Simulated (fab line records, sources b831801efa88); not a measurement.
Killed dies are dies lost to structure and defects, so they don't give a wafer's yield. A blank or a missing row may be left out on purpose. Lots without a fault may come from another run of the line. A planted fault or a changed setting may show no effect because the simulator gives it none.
A struck lot beside a sound one | flow sky130 | 15 steps out of a route of 708
Sound: wafers L943.2, L943.4, L943.5. Struck: wafers L956.1, L956.2, L956.5. The cause comes at the end.
At each step with rows: each side's tool, then ch and its chambers, then its first start. Under that, the readings that differ: sound wafers | struck wafers | difference of the means | sigmas: that difference in standard deviations of wafers without a fault.
alike: readings whose means differ by less than 2 such deviations, and words and numbers that are the same on both sides. not compared: withheld readings, readings that some wafer has no value for, bounds like >300 that may hide the same value, and numbers for which the record gives no deviation and whose values overlap.
The two part at a step that has a row with sigmas, a row that says differs or no value, or rows on one side only. Numbers that don't overlap but have no deviation are shown without sigmas and don't part them. A reading that every wafer of one side lacks parts them only if that side has two wafers or more.

SKY_FIELD_ISO_BOW_MEAS_00:
  sound on film_metro-01, day 2 21:01; struck on film_metro-01, day 5 14:00
  alike: INCOMING_BOW
then, 1 step without rows for these wafers: SKY_FIELD_ISO_OXIDATION_01 (stabilise 600 s, purge 300 s, target thk 12 nm).
SKY_FIELD_ISO_THK_MEAS_02:
  sound on film_metro-03, day 2 22:38; struck on film_metro-03, day 5 17:16
  alike: FIELD_ISO_OXIDATION_00_THK
then, 1 step without rows for these wafers: SKY_FIELD_ISO_CVD_03 (deposits Si3N4 from DCS/NH3, target thk 165 nm, time 2830 s).
SKY_FIELD_ISO_THK_MEAS_04:
  sound on film_metro-02, day 3 00:29; struck on film_metro-02, day 5 19:06
  alike: FIELD_ISO_CVD_03_THK
then, 7 steps without rows for these wafers: SKY_FIELD_ISO_DEHYDRATE_05 (time 60 s); SKY_FIELD_ISO_HMDS_06 (prime time 60 s); SKY_FIELD_ISO_COAT_07 (resist thk 60 nm); SKY_FIELD_ISO_COAT_08 (resist thk 457.5 nm); SKY_FIELD_ISO_SOFTBAKE_09 (time 90 s); SKY_FIELD_ISO_EXPOSE_10 (exposes mask FOM, target cd 150 nm); SKY_FIELD_ISO_PEB_11.
SKY_FIELD_ISO_DEVELOP_12: develop time 60 s.
  sound on litho_track-03 ch 0, day 3 16:00; struck on litho_track-01 ch 0, day 6 13:00
  reading              | sound             | struck            | difference | sigmas
  developer_temp_C (C) | 20.88 20.90 20.69 | 20.13 20.19 20.01 | -0.71      | -6
SKY_FIELD_ISO_CD_MEAS_13: target cd 150 nm.
  sound on cd_sem-01, day 3 16:50; struck on cd_sem-01, day 6 13:15
  alike: cd_nm
-- the record jumps here: 44 days lie between the struck wafers' starts before and after (it left off in module FIELD_ISO and takes up again in module PAD_OPEN, whose first step shown is number 708 of the route) --
SKY_PAD_OPEN_PROBE_99:
  sound on prober-02, day 47 19:12; struck on prober-01, day 50 10:14
  alike: killed_at_M0_to_M3, killed_at_M4_up, killed_at_contacts, killed_at_front_end, killed_at_other, killed_dies, killed_open, killed_short

WHERE THEY PART
Only at SKY_FIELD_ISO_DEVELOP_12, within this record. Later steps at which nothing parts them and some readings are alike: SKY_FIELD_ISO_CD_MEAS_13, SKY_PAD_OPEN_PROBE_99.

WHY: what the simulator had put in
Process parameter drift: litho_track-01, from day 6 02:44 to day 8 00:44, at SKY_FIELD_ISO_DEVELOP_12. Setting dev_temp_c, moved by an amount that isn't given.
